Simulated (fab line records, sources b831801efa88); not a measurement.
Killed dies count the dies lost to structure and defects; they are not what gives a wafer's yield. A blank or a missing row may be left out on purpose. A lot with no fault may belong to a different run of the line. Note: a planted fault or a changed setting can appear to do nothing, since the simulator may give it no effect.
Struck lot and sound lot, side by side	flow sky130	18 out of 708 route steps
Sound: these wafers, L783.1, L783.2, L783.3. Wafers L793.3, L793.5, L793.6 were the ones struck. The cause is given at the end.
Each step with rows lists, per side, the tool, then ch with its chambers, then its first start. Under that, the readings that differ: sound wafers	struck wafers	difference of the means	sigmas: that difference in standard deviations of wafers without a fault.
alike: readings with means less than 2 such deviations apart, plus words and numbers identical on both sides. not compared: withheld readings, readings lacking a value on some wafer, bounds such as >300 that could conceal the same value, and numbers that have no deviation in the record and whose values overlap.
Wherever a step has rows on one side only, a row that says differs or no value, or a row with sigmas, the two part there. Numbers that have no deviation but don't overlap get no sigmas and don't part them. Lack of a reading on every wafer of one side parts them only where that side has two or more wafers.

first, 1 step without rows for these wafers: SKY_VT_ADJUST_PCH_IMPLANT_08.
SKY_VT_ADJUST_PCH_STRIP_09: strips in O2/N2.
  sound on plasma_asher-04 ch 0,1, day 13 01:48; struck on plasma_asher-01 ch 0,1, day 16 07:53
  alike: drypump_motor_current_A, oes_product_au, strip_time_to_endpoint_s
  not compared: rf_hours_counter_h
SKY_VT_ADJUST_PCH_TW_MEAS_10:
  sound on film_metro-01 at day 13 01:54; struck on film_metro-04 at day 16 07:59
reading	sound	struck	difference	sigmas
VT_ADJUST_PCH_TW	142.7 142.6 143.0	140.9 141.4 141.0	-1.7	-2
then, 7 steps without rows for these wafers: SKY_SONOS_TUNNEL_DEHYDRATE_00 (time 60 s); SKY_SONOS_TUNNEL_HMDS_01 (prime time 60 s); SKY_SONOS_TUNNEL_COAT_02 (resist thk 1140 nm); SKY_SONOS_TUNNEL_SOFTBAKE_03 (time 60 s); SKY_SONOS_TUNNEL_EXPOSE_04 (exposes mask TUNM, target cd 410 nm); SKY_SONOS_TUNNEL_PEB_05; SKY_SONOS_TUNNEL_DEVELOP_06 (develop time 60 s).
SKY_SONOS_TUNNEL_CD_MEAS_07: target cd 410 nm.
  sound on cd_sem-02 at day 14 03:31; struck on cd_sem-02 at day 17 12:25
  alike: cd_nm
SKY_SONOS_TUNNEL_OVL_MEAS_08:
  sound on overlay-01 at day 14 03:38; struck on overlay-01 at day 17 12:31
reading	sound	struck	difference	sigmas
SONOS_TUNNEL_OVL (nm)	-0.9 -0.1 -0.7	2.5 3.8 3.0	+3.7	+2
SKY_SONOS_TUNNEL_IMPLANT_09:
  sound on implanter-02 ch 0, day 14 03:41; struck on implanter-04 ch 0, day 17 12:35
reading	sound	struck	difference	sigmas
dose_ions_cm2	1.0002e+12 1.001e+12 1.0005e+12	9.92e+10 1.01e+11 1.006e+11	-9.00e+11	-99 or more
faraday_current_uA	5.60 5.83 5.84	0.54 0.55 0.56	-5.21	-47
then, 2 steps without rows for these wafers: SKY_SONOS_TUNNEL_WET_ETCH_10 (etches SiO2 in dHF, target depth 14 nm, time 280 s); SKY_SONOS_TUNNEL_STRIP_11 (strips in SPM, time 600 s).
SKY_SONOS_TUNNEL_TW_MEAS_12:
  sound on film_metro-01 at day 14 04:05; struck on film_metro-04 at day 17 12:58
reading	sound	struck	difference	sigmas
SONOS_TUNNEL_TW	197.6 197.2 197.0	104.3 104.8 105.1	-92.5	-66
then, 1 step without rows for these wafers: SKY_SONOS_TUNNEL_CLEAN_13 (cleans in dHF, time 20 s).
-- record jumps: 32 days separate the struck wafers' starts on either side; left off in module SONOS_TUNNEL, taken up again in module PAD_OPEN, whose first shown step is the route's number 708 --
SKY_PAD_OPEN_PROBE_99:
  sound on prober-02 at day 48 01:32; struck on prober-01 at day 49 23:38
reading	sound	struck	difference	sigmas
model.etest.tip_sonos.rs_ohm_sq	2779 2750 2730	2504 2519 2500	-245	
model.etest.sonos_uncharged.r_on_ohm_um	802.1 805 803.6	751.1 732.1 734.5	-64.3	
model.etest.sonos_programmed.off_log10_a_um	-14.02 -14.08 -14.1	-10.62 -10.95 -11.17	+3.15	
model.etest.sonos_programmed.vt_v (V)	1.631 1.614 1.698	1.26 1.319 1.338	-0.34	
model.etest.sonos_baked.vt_v (V)	1.059 1.079 1.1	0.7763 0.7669 0.8223	-0.2908	
model.etest.sonos_uncharged.vt_v (V)	-0.4373 -0.4602 -0.4121	-0.6526 -0.7218 -0.6763	-0.2470	
model.etest.sonos_erased.vt_v (V)	-2.386 -2.425 -2.382	-2.564 -2.577 -2.601	-0.183	
  alike: killed_at_M0_to_M3, killed_at_M4_up, killed_at_contacts, killed_at_front_end, killed_at_other, killed_dies, killed_on_rim, killed_open, killed_short

== WHERE THEY PART ==
Earliest at SKY_VT_ADJUST_PCH_TW_MEAS_10; latest, in this record, at SKY_SONOS_TUNNEL_TW_MEAS_12. Later steps at which nothing parts them and some readings are alike: SKY_PAD_OPEN_PROBE_99.

WHY: the cause the simulator had injected
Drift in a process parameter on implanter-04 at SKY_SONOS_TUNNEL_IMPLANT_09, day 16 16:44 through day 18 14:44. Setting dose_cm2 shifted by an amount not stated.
